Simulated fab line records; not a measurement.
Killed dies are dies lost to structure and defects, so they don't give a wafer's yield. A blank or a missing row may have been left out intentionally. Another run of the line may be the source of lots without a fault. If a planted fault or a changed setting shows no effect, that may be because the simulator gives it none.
Problem report, 8D (eight disciplines) form, completed by code + flow sfq_line + the parts of the form that need people (team, actions taken, sign-off) are left out

## 1. THE ISSUE
M1_NB_RS at SFQ_M1_RS_MEAS_909 reads a mean of 0.986 ohm/sq on 3 wafers of 2 lots; wafers without a fault read 0.891 ohm/sq with a standard deviation of 0.011. That is +8.7 standard deviations from the usual mean.
The step: measures by four-point-probe.
First observed at day 12 03:31: wafer L892.4, on film_metro-04. The record holds 18 wafers of 6 lots with a number at this step. The rule behind "out" and "out of limits": a value lying over 4 standard deviations away from the usual mean. The rest of the wafers with a number are treated as sound.

## 2. WHAT THIS IS AND IS NOT
| question                    | is                           | is not                                                                         |
|-----------------------------|------------------------------|--------------------------------------------------------------------------------|
| which readings at this step | M1_NB_RS                     | -                                                                              |
| which lots                  | L892, L893                   | L883, L887, L899, L905                                                         |
| which wafers of those lots  | L892.4, L893.1, L893.6       | L892.3, L892.5, L893.5                                                         |
| read on which gauges        | film_metro-02, film_metro-04 | film_metro-01                                                                  |
| when                        | from day 12 03:31            | up to then (8 sound wafers); but 7 sound wafers of L893, L899, L905 came after |

## 3. THE SUSPECTS, EACH WITH WHAT RULES IT OUT
Counting: any tool at a process step up to the reading remains a suspect provided it ran every lot that is out. Sound lots after the first of them don't rule it out here, since some wafers of a struck lot are sound.
- the gauge at SFQ_M1_RS_MEAS_909: ruled out. The wafers that are out were read on 2 gauges (film_metro-02, film_metro-04).
- rie_diel-03 at SFQ_TRILAYER_I0_VIA_ETCH_VIA_ETCH_034 (etches SiO2 in CHF3, stops on Nb, target depth 260 nm): kept. It ran every lot that is out, first L892 (day 12 01:53).
- pvd_sputter-04 at SFQ_TRILAYER_M1_DEP_SPUTTER_037 (material Nb, target thk 200 nm, time 133.3 s): kept. Every lot that is out went through it, the first being L892 (day 12 02:47); the last sound lot it ran before that was L887 (day 11 04:01).
Left after counting: rie_diel-03 at SFQ_TRILAYER_I0_VIA_ETCH_VIA_ETCH_034, pvd_sputter-04 at SFQ_TRILAYER_M1_DEP_SPUTTER_037.

## 4. THE CAUSE (what the simulator had put in)
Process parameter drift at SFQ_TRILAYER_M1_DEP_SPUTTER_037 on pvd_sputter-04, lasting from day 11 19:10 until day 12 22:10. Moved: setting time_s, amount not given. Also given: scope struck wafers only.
Counting left 2 suspects, and this tool is among them.

## 5. SEQUENCE OF EFFECTS, ordered by route
Each row: a reading whose mean over the struck wafers that have a number lies more than 3 standard deviations from the usual. Only readings for which the record gives a usual standard deviation are gone through. hours: the time from each lot's start at the first step in this table that gives one to its start at this step, as a median over the lots. sigmas: the change in usual standard deviations.
| hours | step                                | reading        | usual        | on struck wafers | change | sigmas |
|-------|-------------------------------------|----------------|--------------|------------------|--------|--------|
| 0     | SFQ_M1_RS_MEAS_909                  | M1_NB_RS       | 0.891 ohm/sq | 0.986            | +0.095 | +8.7   |
| 100   | SFQ_TRILAYER_M1_ETCH_METAL_ETCH_042 | oes_product_au | 0.893 a.u.   | 0.837            | -0.056 | -8.0   |
Its process steps:
- SFQ_TRILAYER_M1_ETCH_METAL_ETCH_042: etches Nb in Cl2/Ar, stops on SiO2, target depth 240 nm, time 120 s.
Later steps that measure or inspect, where all struck wafers having a row at the step show a number for every such reading and not one has moved that far: SFQ_M1_OVL_MEAS_911, SFQ_I1_BOW_MEAS_912, SFQ_I1_OVL_MEAS_913, SFQ_M8_BOW_MEAS_951.

## 6. WHAT WOULD HAVE CAUGHT IT SOONER
In this record the first reading out of limits at a measuring or inspecting step was taken at day 12 03:31, 8 hours after the fault began at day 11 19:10.
Of the tool readings at SFQ_TRILAYER_M1_DEP_SPUTTER_037 for which the record gives a usual standard deviation, none was out on any struck wafer, so an alarm limit of 4 standard deviations on them would not have fired.
Lots out: 2; of these, L893 started SFQ_TRILAYER_M1_DEP_SPUTTER_037 on pvd_sputter-04 after day 12 03:31. Holding the tool at that time would have saved it.
